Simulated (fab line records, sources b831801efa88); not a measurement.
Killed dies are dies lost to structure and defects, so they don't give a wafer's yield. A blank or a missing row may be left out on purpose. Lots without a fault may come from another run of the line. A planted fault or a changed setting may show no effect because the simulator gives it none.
Which tool did it? | flow sfq_line | 15 lots, 45 wafers sampled, at 4 steps of a route of 325

WHAT THE GAUGES READ, wafer by wafer
The record holds no reading of a measuring or inspecting step that can be judged against a usual standard deviation.

WHICH TOOL RAN EACH LOT (tool, then ch and the chambers of the sampled wafers, then the start)
lot  | SFQ_TRILAYER_I4_CMP_CMP_100   | SFQ_TRILAYER_JJ_TRILAYER_DEP_SPUTTER_109 | SFQ_TRILAYER_A5B_METRO_MEASURE_131 | SFQ_TRILAYER_R5_LITHO_DEVELOP_138
L105 | cmp-01 ch 0,2,3, day 49 22:16 | pvd_sputter-03, day 54 18:07             | film_metro-02, day 59 20:02        | litho_track-04 ch 0, day 60 07:19
L106 | cmp-02 ch 0,2, day 49 23:11   | pvd_sputter-05, day 54 19:19             | film_metro-02, day 59 21:50        | litho_track-02 ch 0, day 64 02:39
L107 | cmp-01 ch 0,1,2, day 54 06:59 | pvd_sputter-06, day 59 03:40             | film_metro-02, day 59 23:02        | litho_track-02 ch 0, day 64 03:58
L108 | cmp-01 ch 0,1,2, day 54 08:29 | pvd_sputter-05, day 59 07:16             | film_metro-04, day 60 03:14        | litho_track-01 ch 0, day 64 05:12
L109 | cmp-01 ch 1,3, day 54 20:59   | pvd_sputter-06, day 59 15:42             | film_metro-04, day 61 06:32        | litho_track-02 ch 0, day 64 06:25
L112 | cmp-01 ch 0,2,3, day 55 19:24 | pvd_sputter-06, day 60 02:28             | film_metro-04, day 64 23:32        | litho_track-04 ch 0, day 65 03:07
L113 | cmp-02 ch 1,2,3, day 56 11:52 | pvd_sputter-06, day 60 16:52             | film_metro-02, day 66 04:35        | litho_track-04 ch 0, day 66 07:59
L114 | cmp-02 ch 2,3, day 56 15:22   | pvd_sputter-05, day 60 19:16             | film_metro-02, day 66 08:07        | litho_track-01, day 66 11:33
L115 | cmp-02 ch 0,1, day 56 17:52   | pvd_sputter-06, day 60 22:52             | film_metro-04, day 66 13:35        | litho_track-01, day 69 01:47
L116 | cmp-01 ch 1,2, day 57 00:54   | pvd_sputter-03, day 61 04:52             | film_metro-02, day 66 18:37        | litho_track-02, day 69 03:00
L117 | cmp-02 ch 0,1,3, day 57 07:18 | pvd_sputter-03, day 61 10:52             | film_metro-02, day 70 07:45        | litho_track-04 ch 0, day 74 02:31
L124 | cmp-02 ch 0,1,3, day 60 22:32 | pvd_sputter-06, day 66 05:16             | film_metro-02, day 73 13:39        | litho_track-02 ch 0, day 78 05:13
L125 | cmp-02 ch 0,1,3, day 61 04:50 | pvd_sputter-06, day 66 12:33             | film_metro-02, day 73 22:42        | litho_track-02 ch 0, day 78 12:24
L126 | cmp-02 ch 1,2, day 61 15:44   | pvd_sputter-06, day 66 22:33             | film_metro-04, day 74 23:58        | litho_track-01 ch 0, day 79 06:33
L127 | cmp-02 ch 0,2,3, day 62 01:38 | pvd_sputter-06, day 67 02:09             | film_metro-02, day 75 10:24        | litho_track-01 ch 0, day 79 16:15
- SFQ_TRILAYER_I4_CMP_CMP_100: polishes SiO2.
- SFQ_TRILAYER_JJ_TRILAYER_DEP_SPUTTER_109: material Nb, target thk 150 nm, time 100 s.
- SFQ_TRILAYER_A5B_METRO_MEASURE_131
- SFQ_TRILAYER_R5_LITHO_DEVELOP_138: time 60 s.

WHAT THE TOOLS THEMSELVES READ (means of the sampled wafers that have a number; where no wafer has one, the mark that the record gives instead)
SFQ_TRILAYER_I4_CMP_CMP_100. Usual: motor_current_A 9.8 A, standard deviation 0.93; time_to_endpoint_s 216 s, standard deviation 9.6.
lot  | tool   | motor_current_A (A) | time_to_endpoint_s (s) | flag
L105 | cmp-01 | 9.9                 | 217                    |
L106 | cmp-02 | 10.4                | 219                    |
L107 | cmp-01 | 9.5                 | 215                    |
L108 | cmp-01 | 9.4                 | 217                    |
L109 | cmp-01 | 10.7                | 225                    |
L112 | cmp-01 | 9.7                 | 211                    |
L113 | cmp-02 | 9.5                 | 218                    |
L114 | cmp-02 | 9.9                 | 211                    |
L115 | cmp-02 | 9.5                 | 221                    |
L116 | cmp-01 | 10.1                | 217                    |
L117 | cmp-02 | 9.5                 | 217                    |
L124 | cmp-02 | 9.4                 | 214                    |
L125 | cmp-02 | 9.5                 | 209                    |
L126 | cmp-02 | 8.9                 | 217                    |
L127 | cmp-02 | 10.1                | 224                    |

SFQ_TRILAYER_JJ_TRILAYER_DEP_SPUTTER_109. Usual: cathode_dc_power_W 2000.0 W, standard deviation 0.34; throttle_valve_pct 30.6 %, standard deviation 1.1.
lot  | tool           | cathode_dc_power_W (W) | throttle_valve_pct (%) | flag
L105 | pvd_sputter-03 | 2000.3                 | 29.9                   |
L106 | pvd_sputter-05 | 1999.9                 | 30.6                   |
L107 | pvd_sputter-06 | 1999.9                 | 31.7                   |
L108 | pvd_sputter-05 | 2000.0                 | 30.2                   |
L109 | pvd_sputter-06 | 1999.8                 | 29.9                   |
L112 | pvd_sputter-06 | 2000.0                 | 31.2                   |
L113 | pvd_sputter-06 | 2000.1                 | 30.7                   |
L114 | pvd_sputter-05 | 1999.8                 | 30.5                   |
L115 | pvd_sputter-06 | 1999.9                 | 31.3                   |
L116 | pvd_sputter-03 | 2000.2                 | 30.9                   |
L117 | pvd_sputter-03 | 2000.0                 | 29.4                   |
L124 | pvd_sputter-06 | 2000.0                 | 31.1                   |
L125 | pvd_sputter-06 | 1999.9                 | 31.4                   |
L126 | pvd_sputter-06 | 2000.0                 | 30.5                   |
L127 | pvd_sputter-06 | 1999.9                 | 30.9                   |

SFQ_TRILAYER_A5B_METRO_MEASURE_131. Usual: thk_nm 340 nm, standard deviation 6.1.
lot  | tool          | thk_nm (nm) | flag
L105 | film_metro-02 | 340         |
L106 | film_metro-02 | 334         |
L107 | film_metro-02 | 331         |
L108 | film_metro-04 | 334         |
L109 | film_metro-04 | 331         |
L112 | film_metro-04 | 338         |
L113 | film_metro-02 | 341         |
L114 | film_metro-02 | 343         |
L115 | film_metro-04 | 339         |
L116 | film_metro-02 | 344         |
L117 | film_metro-02 | 337         |
L124 | film_metro-02 | 343         |
L125 | film_metro-02 | 346         |
L126 | film_metro-04 | 336         |
L127 | film_metro-02 | 332         |

SFQ_TRILAYER_R5_LITHO_DEVELOP_138. Usual: chill_plate_temp_C 23.01 C, standard deviation 0.11; exhaust_pa 44.8 Pa, standard deviation 0.81.
lot  | tool           | chill_plate_temp_C (C) | exhaust_pa (Pa) | flag
L105 | litho_track-04 | 22.97                  | 44.2            |
L106 | litho_track-02 | 23.09                  | 43.7            |
L107 | litho_track-02 | 23.01                  | 45.4            |
L108 | litho_track-01 | 22.94                  | 44.5            |
L109 | litho_track-02 | 23.19                  | 45.0            |
L112 | litho_track-04 | 23.07                  | 44.9            |
L113 | litho_track-04 | 23.10                  | 44.6            |
L114 | litho_track-01 | -                      | -               | OFF
L115 | litho_track-01 | -                      | -               | OFF
L116 | litho_track-02 | -                      | -               | OFF
L117 | litho_track-04 | 22.94                  | 45.4            |
L124 | litho_track-02 | 22.97                  | 43.9            |
L125 | litho_track-02 | 23.01                  | 44.0            |
L126 | litho_track-01 | 23.01                  | 46.2            |
L127 | litho_track-01 | 22.98                  | 44.3            |

THE ANSWER, worked out from the rows above alone
Rule: a lot is off if the mean of its wafers that have a number lies more than 3 standard deviations from the usual mean. A lot without any number at a reading at which 4 lots or more have one is off too. The other lots that the step has rows for count as sound. The gauges are gone through in route order, then the tools' own readings, and for those a lot's mean is taken as printed above. The first step at which some lot is off is used, and at that step the reading that is off furthest; a lot without a number counts as furthest.
Off: L114, L115, L116, at SFQ_TRILAYER_R5_LITHO_DEVELOP_138 (chill_plate_temp_C). Without a number there: L114, L115, L116.
A tool fits if, at that step or a process step before it, it ran every lot that is off, and no sound lot after the first of them. None of those tried fits.

WHAT THE SIMULATOR HAD PUT IN
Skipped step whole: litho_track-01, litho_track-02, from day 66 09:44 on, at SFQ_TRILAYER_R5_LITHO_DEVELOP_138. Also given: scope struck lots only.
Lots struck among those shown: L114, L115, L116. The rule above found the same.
